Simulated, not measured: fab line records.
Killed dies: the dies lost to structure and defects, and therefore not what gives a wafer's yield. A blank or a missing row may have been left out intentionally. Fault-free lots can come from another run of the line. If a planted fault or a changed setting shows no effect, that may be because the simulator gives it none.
2 desks looking at one fault || flow gf180mcu || each desk has only its own numbers; what lay behind them comes last

FOR THE TOOL OWNER'S DESK: iline_stepper-02
The tool's own readings at GF_VT_IMPLANT_EXPOSE_37 (exposes mask Nwell HV AREA, target cd 860 nm): means of the sampled wafers that have a number, for each lot that ran on this tool. If a lot's mean is further than 4 standard deviations from the usual mean, the lot is out of limits and carries the mark OUT (the distance appears in the brackets).
Columns: A = exposure_dose_mJ_cm2 at GF_VT_IMPLANT_EXPOSE_37, usual 140.02; B = focus_offset_nm at GF_VT_IMPLANT_EXPOSE_37, usual 0.1 nm
{"lot": "L963", "first seen here": "day 8 00:17", "A": 140.16, "B": 0.5}
{"lot": "L965", "first seen here": "day 8 06:56", "A": 140.05, "B": -0.7}
{"lot": "L982", "first seen here": "day 13 02:19", "A": 140.22, "B": -0.7}
This desk's finding: nothing out of limits on any of the 3 lots.

THE METROLOGY DESK
Means of the sampled wafers that have a number, per lot and without regard to the tool the lot ran on: this is what the gauges read. If a lot's mean is further than 4 standard deviations from the usual mean, the lot is out of limits and carries the mark OUT (the distance appears in the brackets).
Columns: A = DNWELL_TW at GF_DNWELL_TW_MEAS_09, usual 1348; B = VT_IMPLANT_3_TW at GF_VT_IMPLANT_TW_MEAS_32, usual 268.3; C = POLY_GATE_OVL at GF_POLY_GATE_OVL_MEAS_11, usual -3 nm
{"lot": "L961", "first seen here": "day 2 20:25", "A": 1364, "B": 271.0, "C": -1}
{"lot": "L962", "first seen here": "day 2 23:54", "A": 1335, "B": 263.6, "C": 2}
{"lot": "L963", "first seen here": "day 3 10:00", "A": 1360, "B": 265.7, "C": -1}
{"lot": "L965", "first seen here": "day 3 16:50", "A": 1360, "B": 265.9, "C": -3}
{"lot": "L968", "first seen here": "day 4 07:00", "A": 1334, "B": 272.7, "C": 1}
{"lot": "L969", "first seen here": "day 4 15:16", "A": 1331, "B": 266.0, "C": -4}
{"lot": "L971", "first seen here": "day 4 23:30", "A": 1357, "B": 265.8, "C": -8}
{"lot": "L972", "first seen here": "day 5 05:18", "A": 1360, "B": 271.2, "C": 1}
{"lot": "L973", "first seen here": "day 5 11:16", "A": 1343, "B": 270.3, "C": -2}
{"lot": "L974", "first seen here": "day 5 14:59", "A": 1365, "B": 270.6, "C": 1}
{"lot": "L975", "first seen here": "day 5 21:57", "A": 1359, "B": 267.1, "C": "-"}
{"lot": "L976", "first seen here": "day 6 02:18", "A": 1342, "B": 266.3, "C": "-"}
{"lot": "L977", "first seen here": "day 6 08:07", "A": 1334, "B": 270.8, "C": "-"}
{"lot": "L978", "first seen here": "day 6 14:05", "A": 1331, "B": 266.4, "C": -2}
{"lot": "L982", "first seen here": "day 7 10:25", "A": 1361, "B": 270.6, "C": -6}
This desk's finding: nothing out of limits on any of the 15 lots.

TAKEN TOGETHER
The tool owner's desk saw nothing out of limits.
At the metrology desk, nothing out of limits was observed.

WHAT THE SIMULATOR HAD PUT IN
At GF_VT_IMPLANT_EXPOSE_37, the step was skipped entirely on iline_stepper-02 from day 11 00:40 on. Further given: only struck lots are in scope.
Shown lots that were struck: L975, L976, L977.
